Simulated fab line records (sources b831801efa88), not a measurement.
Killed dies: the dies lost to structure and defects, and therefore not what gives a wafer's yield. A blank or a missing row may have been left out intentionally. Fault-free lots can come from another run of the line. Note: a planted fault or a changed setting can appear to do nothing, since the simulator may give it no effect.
One fault seen from 2 desks + flow sfq line + numbers are kept per desk, each desk with only its own; the story behind them comes last

== THE METROLOGY DESK ==
Means of the sampled wafers that have a number, per lot and without regard to the tool the lot ran on: this is what the gauges read. A lot is out of limits, marked OUT, if its mean lies more than 4 standard deviations from the usual mean; the brackets give that distance.
Columns: A = M4_OVL at SFQ_M4_OVL_MEAS_926, usual 0 nm; B = I4_OVL at SFQ_I4_OVL_MEAS_928, usual 3 nm
| lot  | first seen here | A   | B  |
|------|-----------------|-----|----|
| L910 | day 54 02:03    | -4  | -1 |
| L911 | day 54 14:03    | -5  | 3  |
| L912 | day 55 09:22    | 1   | 3  |
| L913 | day 55 14:10    | -1  | 4  |
| L914 | day 56 02:18    | -6  | 2  |
| L915 | day 56 22:43    | -3  | 2  |
| L916 | day 57 07:06    | -11 | 1  |
| L917 | day 59 05:42    | -2  | 3  |
| L918 | day 59 08:06    | -3  | 7  |
| L923 | day 60 05:41    | 4   | -1 |
| L927 | day 61 13:01    | -1  | 6  |
| L929 | day 61 17:49    | 2   | 9  |
| L931 | day 62 07:01    | -4  | 3  |
| L933 | day 62 20:21    | 7   | 8  |
Result from this desk: across the 14 lots, nothing is out of limits.

== FOR THE TOOL OWNER'S DESK: rie metal-01 ==
The tool's own readings at SFQ_TRILAYER_I4_VIA_STRIP_STRIP_107 (strips in O2): means of the sampled wafers that have a number, for each lot that ran on this tool. A lot is out of limits, marked OUT, if its mean lies more than 4 standard deviations from the usual mean; the brackets give that distance.
Columns: A = drypump motor current A at SFQ_TRILAYER_I4_VIA_STRIP_STRIP_107, usual 5.35 A; B = oes product au at SFQ_TRILAYER_I4_VIA_STRIP_STRIP_107, usual 1.002 a.u.
| lot  | first seen here | A    | B     |
|------|-----------------|------|-------|
| L912 | day 60 15:29    | 5.37 | 1.000 |
| L913 | day 60 20:25    | 5.36 | 1.000 |
| L916 | day 62 08:25    | 5.35 | 1.020 |
| L923 | day 65 05:04    | 5.39 | 1.006 |
| L927 | day 66 11:19    | 5.35 | 1.007 |
Result from this desk: across the 5 lots, nothing is out of limits.

== ALL TOGETHER ==
Nothing out of limits was seen by the metrology desk.
The tool owner's desk saw nothing out of limits.

== WHAT THE SIMULATOR HAD PUT IN ==
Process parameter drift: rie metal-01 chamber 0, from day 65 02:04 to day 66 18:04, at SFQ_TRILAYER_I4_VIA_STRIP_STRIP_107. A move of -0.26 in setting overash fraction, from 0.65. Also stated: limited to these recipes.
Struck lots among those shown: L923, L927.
